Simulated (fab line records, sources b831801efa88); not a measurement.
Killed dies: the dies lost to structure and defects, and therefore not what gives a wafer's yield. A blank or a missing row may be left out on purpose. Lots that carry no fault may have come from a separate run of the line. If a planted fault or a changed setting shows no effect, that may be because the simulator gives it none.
A struck lot beside a sound one ; flow sky130 ; 22 steps out of a route of 708
Sound: the wafers L470.2, L470.5, L470.6. Struck: wafers L478.1, L478.4, L478.5. The cause is given at the end.
Per side, at each step with rows, come the tool, then ch with its chambers, and then its first start. Under that, the readings that differ: sound wafers ; struck wafers ; difference of the means ; sigmas: that difference in standard deviations of wafers without a fault.
alike: readings with means less than 2 such deviations apart, plus words and numbers identical on both sides. not compared: withheld readings, readings lacking a value on some wafer, bounds such as >300 that could conceal the same value, and numbers that have no deviation in the record and whose values overlap.
A row with sigmas, a row that says differs or no value, or rows on one side alone: a step with any of these is where the two part. When numbers do not overlap yet have no deviation, they are printed without sigmas and do not part them. A reading that every wafer of one side lacks parts them only if that side has two wafers or more.

first, 5 steps without rows for these wafers: SKY_POLY_CUT_COAT_03 (resist thk 450 nm); SKY_POLY_CUT_SOFTBAKE_04 (time 90 s); SKY_POLY_CUT_EXPOSE_05 (exposes mask NPCM, target cd 270 nm); SKY_POLY_CUT_PEB_06; SKY_POLY_CUT_DEVELOP_07 (develop time 60 s).
SKY_POLY_CUT_CD_MEAS_08 targets a cd of 270 nm.
  struck on cd sem-01, day 31 08:11; sound on cd sem-01, day 29 23:07
  alike: cd nm
SKY_POLY_CUT_OVL_MEAS_09:
  struck on overlay-01, day 31 08:19; sound on overlay-02, day 29 23:14
reading;sound;struck;difference;sigmas
POLY_CUT_OVL (nm);9 8 8;-11 -3 -8;-16;-2
SKY_POLY_CUT_ETCH_10: etches BARC in N2/H2, stops on SiO2, time 45.9 s, target depth 60 nm.
  sound on rie diel-01 ch 0,2,3, day 29 23:16; struck on rie diel-04 ch 0,1,3, day 31 08:21
  alike: drypump motor current A, oes product au, throttle valve pct
  not compared: rf hours counter h
SKY_POLY_CUT_ETCH_11: etches Si3N4 in CF4/CH2F2/Ar, stops on poly-Si, time 42.5 s, target depth 60 nm.
  sound on rie diel-01 ch 0,2,3, day 29 23:18; struck on rie diel-04 ch 0,1,3, day 31 08:23
  alike: drypump motor current A, oes product au, throttle valve pct
  not compared: rf hours counter h
SKY_POLY_CUT_STRIP_12: strips in O2/N2.
  sound on plasma asher-02 ch 0,1, day 29 23:20; struck on plasma asher-03 ch 0, day 31 08:26
  alike: drypump motor current A, oes product au, strip time to endpoint s
  not compared: rf hours counter h
then, 2 steps without rows for these wafers: SKY_SD_P_DEHYDRATE_00 (time 60 s); SKY_SD_P_HMDS_01 (prime time 60 s).
SKY_SD_P_COAT_02: resist thk 1140 nm.
  sound on litho track-03 ch 0, day 30 12:49; struck on litho track-03 ch 0, day 31 21:57
reading;sound;struck;difference;sigmas
model.NOVOLAK_of_SD_P_COAT_02.thk nm (nm);1144 1145 1144;550.2 547.7 550.4;-594.9;
  alike: spin speed rpm
then, 3 steps without rows for these wafers: SKY_SD_P_SOFTBAKE_03 (time 60 s); SKY_SD_P_EXPOSE_04 (exposes mask PSDM, target cd 380 nm); SKY_SD_P_PEB_05.
SKY_SD_P_DEVELOP_06: develop time 60 s.
  sound on litho track-02 ch 0, day 31 02:41; struck on litho track-03 ch 0, day 32 11:36
reading;sound;struck;difference;sigmas
model.NOVOLAK_of_SD_P_COAT_02.thk nm (nm);1144 1145 1144;549.7 547.3 550;-595.3;
SKY_SD_P_CD_MEAS_07 targets a cd of 380 nm.
  struck on cd sem-01, day 32 11:45; sound on cd sem-02, day 31 02:55
reading;sound;struck;difference;sigmas
cd nm (nm);379.0 380.7 380.0;461.0 460.8 460.6;+80.9;+31
SKY_SD_P_OVL_MEAS_08:
  struck on overlay-01, day 32 11:52; sound on overlay-01, day 31 03:01
  alike: SD_P_OVL
following that, these wafers have no rows for 1 step: SKY_SD_P_IMPLANT_09.
SKY_SD_P_STRIP_10: strips in O2/N2.
  sound on plasma asher-03 ch 0,1, day 31 03:12; struck on plasma asher-03 ch 0,1, day 32 12:04
reading;sound;struck;difference;sigmas
oes product au (a.u.);0.620 0.622 0.614;0.527 0.521 0.534;-0.091;-21
strip time to endpoint s (s);17.56 17.59 17.55;10.74 10.70 10.72;-6.85;-99 or more
  alike: drypump motor current A
  not compared: rf hours counter h
SKY_SD_P_TW_MEAS_11:
  struck on film metro-01, day 32 12:10; sound on film metro-03, day 31 03:19
  alike: SD_P_TW

== WHERE THEY PART ==
At SKY_POLY_CUT_OVL_MEAS_09 first; at SKY_SD_P_STRIP_10 last (within this record only). Later steps at which nothing parts them and some readings are alike: SKY_SD_P_TW_MEAS_11.

WHY: whatever the simulator had introduced
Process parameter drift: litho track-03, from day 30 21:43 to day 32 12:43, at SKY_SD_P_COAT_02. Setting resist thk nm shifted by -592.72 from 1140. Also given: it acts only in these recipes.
